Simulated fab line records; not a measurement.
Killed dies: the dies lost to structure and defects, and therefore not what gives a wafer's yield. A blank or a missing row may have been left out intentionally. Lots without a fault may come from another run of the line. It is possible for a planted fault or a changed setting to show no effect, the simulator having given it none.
Matching of chambers    flow sky130    SKY_VIA4_CMP_21 on cmp-02 has 4 sister chambers
The step polishes, stops on SiO2, t overpolish 25 s, target thk 0 nm. 4 wafers are shown with their chamber, then 10 later ones without.

== EACH WAFER AND ITS CHAMBER ==
wafer   chamber  motor current A (A)
L398.3  2        10.6
L401.6  0        13.2
L405.1  3        11.0
L405.5  1        13.0

== WAFERS MISSING THEIR CHAMBER ==
wafer   motor current A (A)
L405.6  14.2
L410.1  10.8
L410.2  13.2
L410.5  12.0
L408.1  11.6
L408.3  13.2
L408.5  13.4
L412.1  13.5
L412.3  11.9
L412.4  13.5

== THE CHAMBER EACH PASSED THROUGH ==
wafer   from the rows above                in truth
L405.6  can't be placed: 0 or 1            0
L410.1  can't be placed: 3 or 2            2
L410.2  can't be placed: 0 or 1            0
L410.5  can't be placed: 1 or 3 or 0 or 2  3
L408.1  can't be placed: 3 or 2 or 1 or 0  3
L408.3  can't be placed: 0 or 1            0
L408.5  can't be placed: 0 or 1            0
L412.1  can't be placed: 0 or 1            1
L412.3  can't be placed: 3 or 1 or 0 or 2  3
L412.4  can't be placed: 0 or 1            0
Correct placement for 0 of the 10. From these rows, 10 cannot be placed; in 10 the true chamber is one of the candidates. Wrongly placed: 0.
How it was worked out, from the rows above alone: a wafer's distance from a chamber is the root of the sum, over the readings, of the square of ((its reading less the chamber's mean) divided by the reading's scatter). The wafer belongs to the nearest chamber; if the next one is less than 2 further off, it can't be placed. A chamber's mean is the mean of its shown wafers. The scatter (one wafer shown for each chamber): square how far every hidden wafer sits from the nearest shown wafer, average those squares and take the square root.
